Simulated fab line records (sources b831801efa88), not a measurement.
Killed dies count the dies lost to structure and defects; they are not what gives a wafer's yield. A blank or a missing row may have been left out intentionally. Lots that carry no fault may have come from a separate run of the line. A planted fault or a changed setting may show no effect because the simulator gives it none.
Comparing a struck lot with a sound one + flow sky130 + 19 steps out of a route of 708
Sound: the wafers L599.3, L599.5, L599.6. The struck wafers were L600.1, L600.2, L600.3. Last of all comes the cause.
For every step that has rows: the tool of each side, followed by ch and its chambers, followed by its first start. Under that, the readings that differ: sound wafers + struck wafers + difference of the means + sigmas: that difference in standard deviations of wafers without a fault.
alike: words and numbers the same on both sides, and readings whose means are apart by under 2 such deviations; not compared: readings that were withheld, readings missing a value for some wafer, numbers with overlapping values and no deviation given by the record, and bounds like >300 which may hide the same value.
A row with sigmas, a row that says differs or no value, or rows on one side alone: a step with any of these is where the two part. Non-overlapping numbers with no deviation appear without sigmas and do not part them. A reading that every wafer of one side lacks parts them only if that side has two wafers or more.

first, 1 step without rows for these wafers: SKY_LDD_HVP_IMPLANT_08.
SKY_LDD_HVP_STRIP_09: strips in O2/N2.
  sound on plasma_asher-04 ch 0,1, day 28 20:42; struck on plasma_asher-01 ch 0,1, day 29 03:31
  alike: drypump_motor_current_A, oes_product_au, strip_time_to_endpoint_s
  not compared: rf_hours_counter_h
SKY_LDD_HVP_TW_MEAS_10:
  sound: film_metro-04 at day 28 20:47; struck: film_metro-01 at day 29 03:37
| reading    | sound       | struck      | difference | sigmas |
|------------|-------------|-------------|------------|--------|
| LDD_HVP_TW | 457 458 457 | 465 464 466 | +8         | +2     |
then, 7 steps without rows for these wafers: SKY_LDD_LDN_DEHYDRATE_00 (time 60 s); SKY_LDD_LDN_HMDS_01 (prime time 60 s); SKY_LDD_LDN_COAT_02 (resist thk 1140 nm); SKY_LDD_LDN_SOFTBAKE_03 (time 60 s); SKY_LDD_LDN_EXPOSE_04 (exposes mask LDNTM, target cd 700 nm); SKY_LDD_LDN_PEB_05; SKY_LDD_LDN_DEVELOP_06 (develop time 60 s).
SKY_LDD_LDN_OVL_MEAS_07:
  sound: overlay-01 at day 30 01:12; struck: overlay-02 at day 30 08:06
  alike: LDD_LDN_OVL
then, 1 step without rows for these wafers: SKY_LDD_LDN_IMPLANT_08.
SKY_LDD_LDN_IMPLANT_09:
  sound on implanter-02 ch 0, day 30 01:25; struck on implanter-02 ch 0, day 30 08:36
then, 2 steps without rows for these wafers: SKY_LDD_LDN_IMPLANT_10; SKY_LDD_LDN_IMPLANT_11.
SKY_LDD_LDN_STRIP_12: strips in O2/N2.
  sound on plasma_asher-02 ch 0,1, day 30 01:52; struck on plasma_asher-03 ch 0,1, day 30 09:03
  alike: drypump_motor_current_A, oes_product_au, strip_time_to_endpoint_s
  not compared: rf_hours_counter_h
SKY_LDD_LDN_TW_MEAS_13:
  sound: film_metro-01 at day 30 01:56; struck: film_metro-01 at day 30 09:09
| reading    | sound          | struck         | difference | sigmas |
|------------|----------------|----------------|------------|--------|
| LDD_LDN_TW | 1493 1505 1495 | 1595 1603 1601 | +102       | +7     |
then, 1 step without rows for these wafers: SKY_LDD_LDN_CLEAN_14 (cleans in SC1/SC2, time 150 s).
-- record jumps: 20 days separate the struck wafers' starts on either side; left off in module LDD_LDN, taken up again in module PAD_OPEN, whose first shown step is the route's number 708 --
SKY_PAD_OPEN_PROBE_99:
  sound: prober-01 at day 50 10:36; struck: prober-02 at day 50 17:12
| reading                         | sound          | struck         | difference | sigmas |
|---------------------------------|----------------|----------------|------------|--------|
| model.etest.tip_sonos.rs_ohm_sq | 2610 2570 2616 | 2313 2344 2321 | -273       |        |
  alike: killed_at_M0_to_M3, killed_at_M4_up, killed_at_contacts, killed_at_front_end, killed_at_other, killed_dies, killed_open, killed_short

== WHERE THEY PART ==
At SKY_LDD_HVP_TW_MEAS_10 first; at SKY_LDD_LDN_TW_MEAS_13 last (within this record only). Later steps at which nothing parts them and some readings are alike: SKY_PAD_OPEN_PROBE_99.

WHY: what had been put in by the simulator
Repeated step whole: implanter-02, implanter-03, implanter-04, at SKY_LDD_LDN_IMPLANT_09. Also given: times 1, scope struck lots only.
